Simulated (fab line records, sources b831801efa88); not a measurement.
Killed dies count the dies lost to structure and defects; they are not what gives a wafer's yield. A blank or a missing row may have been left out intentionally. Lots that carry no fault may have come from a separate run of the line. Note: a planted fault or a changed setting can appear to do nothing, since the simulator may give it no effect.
Check of tool commonality | flow gf180mcu | 33 wafers sampled across 11 lots

## WHY IT WAS OPENED
2 of 11 lots carry a flag on the reading MVSD_RS at GF_VT_IMPLANT_RS_MEAS_46. No-fault wafers: 456.7 ohm/sq, standard deviation 1.1.
Rule: a lot is flagged in two cases, either no wafer of it has a number, or all its wafers with numbers fall more than 4 standard deviations from that mean. All remaining lots are regarded as sound.

lot  | measured     | on            | MVSD_RS (ohm/sq), wafer by wafer | flag
L972 | day 8 00:50  | film_metro-03 | 457.1 457.6 457.5                |
L973 | day 8 14:05  | film_metro-02 | 459.1 458.4 458.7                |
L974 | day 8 15:08  | film_metro-02 | 457.2 458.5 456.2                |
L975 | day 8 21:06  | film_metro-02 | 454.8 454.1 455.1                |
L976 | day 9 04:23  | film_metro-04 | 456.3 456.0 455.6                |
L978 | day 9 16:33  | film_metro-04 | 454.3 454.2 455.2                |
L989 | day 12 19:38 | film_metro-03 | 473.5 475.3 475.8                | FLAGGED
L990 | day 13 04:16 | film_metro-02 | 476.7 476.4 478.2                | FLAGGED
L991 | day 13 11:49 | film_metro-02 | 456.9 457.7 457.9                |
L992 | day 13 19:49 | film_metro-02 | 456.4 455.3 455.7                |
L993 | day 14 03:02 | film_metro-03 | 457.6 456.3 457.0                |
The mean of the flagged lots' numbers is 476.0 ohm/sq, +19.3 ohm/sq from the usual (+18 standard deviations).

## EACH LOT AND THE TOOL IT RAN ON
Before the reading, the record contains 3 process steps out of a 602-step route. Cell contents, in order: the tool; ch with the chambers the sampled wafers went through; the start.
lot  | flag    | GF_NWELL_STRIP_10                   | GF_MVSD_IMPLANT_08              | GF_VT_IMPLANT_STRIP_09
L972 |         | plasma_asher-03 ch 0,1, day 3 17:22 | implanter-01 ch 0, day 4 21:26  | plasma_asher-03 ch 0,1, day 6 02:04
L973 |         | plasma_asher-02 ch 0,1, day 4 00:40 | implanter-04 ch 0, day 5 05:04  | plasma_asher-02 ch 0,1, day 6 12:58
L974 |         | plasma_asher-01 ch 1, day 4 04:46   | implanter-04 ch 0, day 5 08:50  | plasma_asher-01 ch 0,1, day 6 14:33
L975 |         | plasma_asher-02 ch 0,1, day 4 10:12 | implanter-04 ch 0, day 5 14:43  | plasma_asher-03 ch 0,1, day 6 19:46
L976 |         | plasma_asher-02 ch 0,1, day 4 15:52 | implanter-01 ch 0, day 5 20:55  | plasma_asher-03 ch 0,1, day 7 03:07
L978 |         | plasma_asher-02 ch 0,1, day 5 03:16 | implanter-03 ch 0, day 6 08:17  | plasma_asher-02 ch 0, day 7 14:55
L989 | FLAGGED | plasma_asher-03 ch 0,1, day 7 14:46 | implanter-04 ch 0, day 8 23:24  | plasma_asher-03 ch 0,1, day 10 10:40
L990 | FLAGGED | plasma_asher-01 ch 0,1, day 7 20:52 | implanter-04 ch 0, day 9 05:53  | plasma_asher-03 ch 0,1, day 10 18:01
L991 |         | plasma_asher-02 ch 0,1, day 8 03:08 | implanter-03 ch 0, day 9 12:11  | plasma_asher-01 ch 0,1, day 11 00:46
L992 |         | plasma_asher-02 ch 0,1, day 8 09:28 | implanter-01 ch 0, day 9 19:16  | plasma_asher-02 ch 0,1, day 11 08:16
L993 |         | plasma_asher-01 ch 0,1, day 8 15:37 | implanter-03 ch 0, day 10 01:04 | plasma_asher-03 ch 0,1, day 11 14:40
These steps, and what they do:
- GF_NWELL_STRIP_10: strips in O2/N2.
- GF_MVSD_IMPLANT_08
- GF_VT_IMPLANT_STRIP_09: strips in O2/N2.
- GF_VT_IMPLANT_RS_MEAS_46: measures by four-point-probe.

## FLAGGED OVER TOTAL, TOOL BY TOOL (the gauges that took the reading come last)
step                     | tool            | lots run | flagged | share of the flagged lots | sound lots run after its first flagged lot
GF_NWELL_STRIP_10        | plasma_asher-01 | 3        | 1       | some                      | 1 (L993)
GF_NWELL_STRIP_10        | plasma_asher-02 | 6        | 0       | none                      | -
GF_NWELL_STRIP_10        | plasma_asher-03 | 2        | 1       | some                      | 0
GF_MVSD_IMPLANT_08       | implanter-01    | 3        | 0       | none                      | -
GF_MVSD_IMPLANT_08       | implanter-03    | 3        | 0       | none                      | -
GF_MVSD_IMPLANT_08       | implanter-04    | 5        | 2       | all                       | 0
GF_VT_IMPLANT_STRIP_09   | plasma_asher-01 | 2        | 0       | none                      | -
GF_VT_IMPLANT_STRIP_09   | plasma_asher-02 | 3        | 0       | none                      | -
GF_VT_IMPLANT_STRIP_09   | plasma_asher-03 | 6        | 2       | all                       | 1 (L993)
GF_VT_IMPLANT_RS_MEAS_46 | film_metro-02   | 6        | 1       | some                      | 2 (L991,L992)
GF_VT_IMPLANT_RS_MEAS_46 | film_metro-03   | 3        | 1       | some                      | 1 (L993)
GF_VT_IMPLANT_RS_MEAS_46 | film_metro-04   | 2        | 0       | none                      | -

## WHAT THE TABLE PERMITS
Rows of the table that ran all the flagged lots, 2 in number: implanter-04 at GF_MVSD_IMPLANT_08; plasma_asher-03 at GF_VT_IMPLANT_STRIP_09.
- implanter-04 at GF_MVSD_IMPLANT_08 ran 5 lots, 2 of them flagged. It ran its last sound lot, L975, at day 5 14:43 and its first flagged lot, L989, at day 8 23:24: a fault with its onset between the two fits. Its own readings (dose_ions_cm2) fall more than 4 standard deviations out on all wafers of the flagged lots.
- plasma_asher-03 at GF_VT_IMPLANT_STRIP_09 ran 6 lots, 2 of them flagged. Lots that were sound ran on it after the first flagged one (L993); a persistent fault on the entire tool would not allow that.
Left over: one tool, implanter-04 at GF_MVSD_IMPLANT_08.

## WHAT THE SIMULATOR PUT IN
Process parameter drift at GF_MVSD_IMPLANT_08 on implanter-04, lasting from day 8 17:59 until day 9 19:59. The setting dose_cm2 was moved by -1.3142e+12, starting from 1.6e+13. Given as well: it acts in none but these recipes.
Shown lots that were struck: L989, L990. The same result came from the rule above.
